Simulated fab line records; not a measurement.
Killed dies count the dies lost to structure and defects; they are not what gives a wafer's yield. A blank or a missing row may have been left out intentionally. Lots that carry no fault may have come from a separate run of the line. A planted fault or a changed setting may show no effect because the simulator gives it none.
Comparing a struck lot with a sound one + flow sky130 + 23 steps out of a route of 708
Sound: the wafers L710.1, L710.2, L710.5. Struck: wafers L724.2, L724.5 (left out: L724.4, a lot-mate that was not struck); the cause follows at the end.
Order at every step that has rows: each side's tool, ch and its chambers, its first start. Under that, the readings that differ: sound wafers + struck wafers + difference of the means + sigmas: that difference in standard deviations of wafers without a fault.
alike: readings whose means differ by less than 2 such deviations, and words and numbers that are the same on both sides. not compared: withheld readings, readings that some wafer has no value for, bounds like >300 that may hide the same value, and numbers for which the record gives no deviation and whose values overlap.
Wherever a step has rows on one side only, a row that says differs or no value, or a row with sigmas, the two part there. Numbers that don't overlap but have no deviation are shown without sigmas and don't part them. Lack of a reading on every wafer of one side parts them only where that side has two or more wafers.

SKY_METAL1_ETCH_18: etches BARC in N2/H2, stops on SiO2, time 45.9 s, target depth 60 nm.
  sound on rieMetal-01 ch 0,1, day 33 17:17; struck on rieMetal-03 ch 0, day 38 01:51
  alike: drypumpMotorCurrentA, oesProductAu, throttleValvePct
  not compared: rfHoursCounterH
SKY_METAL1_METAL_ETCH_19: etches the open film in Cl2/BCl3, stops on SiO2, target depth 360 nm, time 78 s.
  sound on rieMetal-01 ch 0,1, day 33 17:21; struck on rieMetal-03 ch 0, day 38 01:55
  alike: drypumpMotorCurrentA, oesProductAu, throttleValvePct
  not compared: rfHoursCounterH
SKY_METAL1_STRIP_20: strips in O2/N2.
  sound on plasmaAsher-04 ch 0,1, day 33 17:26; struck on plasmaAsher-01 ch 0,1, day 38 02:00
  alike: drypumpMotorCurrentA, o2FlowSccm, oesProductAu, stripTimeToEndpointS
  not compared: rfHoursCounterH
then, 4 steps without rows for these wafers: SKY_METAL1_STRIP_21 (strips in post etch residue remover, time 1200 s); SKY_METAL1_CLEAN_22 (cleans in IPA, time 180 s); SKY_METAL1_CLEAN_23 (cleans in O3/DIW); SKY_VIA1_HDPCVD_00 (deposits SiO2, target thk 1030 nm, time 171.7 s).
SKY_VIA1_THK_MEAS_01:
  sound on filmMetro-01 at day 33 18:10; struck on filmMetro-04 at day 38 02:44
  alike: VIA1_HDPCVD_THK
SKY_VIA1_CMP_02: polishes SiO2.
  sound on cmp-01 ch 0,1,3, day 33 18:14; struck on cmp-02 ch 0,2, day 38 02:50
  alike: motorCurrentA
SKY_VIA1_BOW_MEAS_03:
  sound on filmMetro-03 at day 33 18:32; struck on filmMetro-04 at day 38 03:07
  alike: VIA1_BOW
then, 2 steps without rows for these wafers: SKY_VIA1_DEHYDRATE_04 (time 60 s); SKY_VIA1_HMDS_05 (prime time 60 s).
SKY_VIA1_COAT_06: resist thk 60 nm.
  sound on lithoTrack-01 ch 0, day 34 07:47; struck on lithoTrack-03 ch 0, day 38 15:43
  alike: dispensePressureKPa
then, 5 steps without rows for these wafers: SKY_VIA1_COAT_07 (resist thk 450 nm); SKY_VIA1_SOFTBAKE_08 (time 90 s); SKY_VIA1_EXPOSE_09 (exposes mask VIM, target cd 150 nm); SKY_VIA1_PEB_10; SKY_VIA1_DEVELOP_11 (develop time 60 s).
SKY_VIA1_CD_MEAS_12: the cd target is 150 nm.
  sound on cdSem-02 at day 34 20:30; struck on cdSem-02 at day 39 04:07
  alike: cdNm
SKY_VIA1_OVL_MEAS_13:
  sound on overlay-02 at day 34 20:37; struck on overlay-01 at day 39 04:13
  alike: VIA1_OVL
SKY_VIA1_ETCH_14: etches BARC in N2/H2, stops on SiO2, time 45.9 s, target depth 60 nm.
  sound on rieDiel-04 ch 2,3, day 34 20:39; struck on rieDiel-04 ch 0,1, day 39 04:15
| reading                  | sound             | struck      | difference | sigmas |
|--------------------------|-------------------|-------------|------------|--------|
| drypumpMotorCurrentA (A) | 5.3 5.7 5.6       | 6.4 6.4     | +0.9       | +2     |
| model.etch.depthNm (nm)  | 60.14 60.15 60.08 | 59.26 59.42 | -0.78      |        |
  alike: oesProductAu, throttleValvePct
  not compared: rfHoursCounterH
SKY_VIA1_ETCH_15: etches SiO2 in C4F8/O2/Ar, stops on TiN, target depth 351 nm, time 54 s.
  sound on rieDiel-04 ch 2,3, day 34 20:42; struck on rieDiel-04 ch 0,1, day 39 04:17
  alike: oesProductAu
  not compared: rfHoursCounterH
-- the record jumps here: 11 days lie between the struck wafers' starts before and after (it left off in module VIA1 and takes up again in module PAD_OPEN, whose first step shown is number 708 of the route) --
SKY_PAD_OPEN_PROBE_99:
  record: rows for the struck wafers here (prober-02, day 49 19:43), none for the sound ones

## WHERE THEY PART
Last at SKY_PAD_OPEN_PROBE_99 as far as this record goes, first at SKY_VIA1_ETCH_14.

WHY: whatever the simulator had introduced
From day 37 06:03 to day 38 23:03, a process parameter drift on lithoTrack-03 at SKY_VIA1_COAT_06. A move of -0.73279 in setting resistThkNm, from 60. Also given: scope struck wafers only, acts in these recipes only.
